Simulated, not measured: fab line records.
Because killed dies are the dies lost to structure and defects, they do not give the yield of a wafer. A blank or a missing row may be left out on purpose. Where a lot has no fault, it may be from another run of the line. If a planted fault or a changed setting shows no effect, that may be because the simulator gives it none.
Code-filled problem report in 8D (eight disciplines) form ; flow sky130 ; the parts of the form that need people (team, actions taken, sign-off) are left out

## 1. WHAT WENT WRONG
Wafers free of any fault read -1.8 nm (standard deviation 1.6) for SONOS_TUNNEL_OVL at SKY_SONOS_TUNNEL_OVL_MEAS_08, against a mean of -129.7 nm on 9 wafers of 3 lots. Relative to the usual mean, that is a shift of -80 standard deviations.
Earliest sighting: wafer L789.2 on overlay-01 at day 12 18:58. The record has a number at this step for 45 wafers belonging to 15 lots. Rule for "out" (also "out of limits"): further than 4 standard deviations from the usual mean. The rest of the wafers with a number are treated as sound.

## 2. WHAT IT IS; WHAT IT IS NOT
question;is;is not
which readings at this step;SONOS_TUNNEL_OVL;-
which lots;L789, L791, L793;L785, L786, L787, L788, L790, L796, L798, L801, L804, L805, L806, L807
which wafers of those lots;all that have a number;-
read on which gauges;overlay-01, overlay-02;-
when;from day 12 18:58;"up to then (12 sound wafers); but 24 sound wafers of L790, L796, L798, L801, L804, L805, L806, L807 came after"

## 3. SUSPECTS, AND WHAT RULES EACH OUT
Counting: any tool at a process step up to the reading is kept as a suspect provided that every lot that is out went through it and no sound lot did after the first of them.
- the gauge at SKY_SONOS_TUNNEL_OVL_MEAS_08 has been ruled out. Those wafers that are out were read across 2 gauges (overlay-01, overlay-02).
- iline-stepper-01 at SKY_SONOS_TUNNEL_EXPOSE_04 (exposes mask TUNM, target cd 410 nm): kept. Every lot that is out went through it, starting with L789 (day 12 06:14), and after that it ran no sound lot; the last sound lot it ran before then is L788 (day 12 00:39).
Remaining after the count: iline-stepper-01 at SKY_SONOS_TUNNEL_EXPOSE_04.

## 4. THE CAUSE (what the simulator had put in)
Scanner matching overlay: iline-stepper-01, from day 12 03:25 on, at SKY_SONOS_TUNNEL_EXPOSE_04. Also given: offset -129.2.
The count eliminated every tool but this one.

## 5. THE CHAIN OF EFFECTS, in route order
Each row: a reading whose mean over the struck wafers that have a number lies more than 3 standard deviations from the usual. Scope: only readings with a usual standard deviation given in the record; hours: median across lots of the time from each lot's start at the first step in this table that gives one to its start at this step; sigmas: change in usual standard deviations.
hours;step;reading;usual;on struck wafers;change;sigmas
0;SKY_SONOS_TUNNEL_OVL_MEAS_08;SONOS_TUNNEL_OVL;-1.8 nm;-129.7;-127.9;-80
816;SKY_PAD_OPEN_PROBE_99;killed-at-front-end;16;52;+36;+7.5
Its process steps:
- SKY_PAD_OPEN_PROBE_99
Later steps that measure or inspect, where all struck wafers having a row at the step show a number for every such reading and not one has moved that far: SKY_LDD_N_TW_MEAS_17.

## 6. HOW IT WOULD HAVE BEEN CAUGHT EARLIER
The first out-of-limits reading at a measuring or inspecting step in this record came at day 12 18:58, 16 hours after the fault's start at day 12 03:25.
L791, L793, from the lots that are out (3), started SKY_SONOS_TUNNEL_EXPOSE_04 on iline-stepper-01 later than day 12 18:58. A hold on the tool at that time would have spared those 2.
